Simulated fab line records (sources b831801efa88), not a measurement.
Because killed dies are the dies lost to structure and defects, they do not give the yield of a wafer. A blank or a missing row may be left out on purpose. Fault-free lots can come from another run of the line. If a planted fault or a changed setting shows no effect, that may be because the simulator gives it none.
One fault seen from 2 desks || flow sky130 || what lay behind the numbers comes last; until then each desk has only its own

== THE METROLOGY DESK ==
What the gauges read for every lot (on any tool): the sampled wafers with a number, averaged. The brackets show how far a lot's mean lies from the usual mean; more than 4 standard deviations puts the lot out of limits, marked OUT.
Columns: A = cd-nm at SKY_CONTACT_CD_MEAS_14, usual 169.9 nm; B = METAL1_ALCU_THK at SKY_METAL1_THK_MEAS_06, usual 247.7 nm; C = METAL2_OVL at SKY_METAL2_OVL_MEAS_16, usual 0 nm
{"lot": "L448", "first seen here": "day 31 19:14", "A": 170.2, "B": 246.6, "C": 9}
{"lot": "L451", "first seen here": "day 33 10:35", "A": 168.7, "B": 249.5, "C": -2}
{"lot": "L453", "first seen here": "day 33 22:54", "A": 170.5, "B": 246.5, "C": 6}
{"lot": "L456", "first seen here": "day 35 05:04", "A": 170.8, "B": 249.2, "C": 8}
{"lot": "L457", "first seen here": "day 35 10:37", "A": 170.3, "B": 251.2, "C": -10}
{"lot": "L463", "first seen here": "day 37 12:00", "A": 169.1, "B": 249.0, "C": -3}
{"lot": "L462", "first seen here": "day 37 15:13", "A": 167.0, "B": 246.0, "C": -1}
{"lot": "L459", "first seen here": "day 37 16:45", "A": 170.7, "B": 247.1, "C": -5}
{"lot": "L464", "first seen here": "day 37 18:37", "A": 169.7, "B": 250.5, "C": 3}
{"lot": "L465", "first seen here": "day 37 19:41", "A": 171.3, "B": 246.6, "C": 3}
{"lot": "L466", "first seen here": "day 37 20:04", "A": 169.6, "B": 253.0, "C": 6}
{"lot": "L468", "first seen here": "day 39 06:23", "A": 172.0, "B": 247.8, "C": -1}
{"lot": "L469", "first seen here": "day 39 09:59", "A": 168.6, "B": 248.1, "C": -4}
{"lot": "L470", "first seen here": "day 39 13:31", "A": 166.8, "B": 249.1, "C": 0}
Finding of this desk: none of the 14 lots has anything out of limits.

== THE TOOL OWNER'S DESK: iline-stepper-01 ==
The tool's own readings at SKY_VT_ADJUST_LVTN_EXPOSE_15 (exposes mask HVN STD DERIVED, target cd 600 nm): means of the sampled wafers that have a number, for each lot that ran on this tool. The brackets show how far a lot's mean lies from the usual mean; more than 4 standard deviations puts the lot out of limits, marked OUT.
Columns: A = exposure-dose-mJ-cm2 at SKY_VT_ADJUST_LVTN_EXPOSE_15, usual 163.01; B = focus-offset-nm at SKY_VT_ADJUST_LVTN_EXPOSE_15, usual 0.0 nm
{"lot": "L448", "first seen here": "day 7 07:09", "A": 163.21, "B": 0.1}
{"lot": "L451", "first seen here": "day 8 01:19", "A": 163.17, "B": 0.1}
{"lot": "L456", "first seen here": "day 10 01:06", "A": 162.89, "B": 0.1}
{"lot": "L465", "first seen here": "day 12 18:03", "A": 162.85, "B": -0.2}
{"lot": "L466", "first seen here": "day 13 00:37", "A": 163.22, "B": -0.2}
{"lot": "L469", "first seen here": "day 14 05:29", "A": 163.00, "B": -0.2}
Finding of this desk: none of the 6 lots has anything out of limits.

== ALL TOGETHER ==
From the metrology desk's view, nothing was out of limits.
Nothing out of limits was seen by the tool owner's desk.

== WHAT HAD BEEN PUT IN BY THE SIMULATOR ==
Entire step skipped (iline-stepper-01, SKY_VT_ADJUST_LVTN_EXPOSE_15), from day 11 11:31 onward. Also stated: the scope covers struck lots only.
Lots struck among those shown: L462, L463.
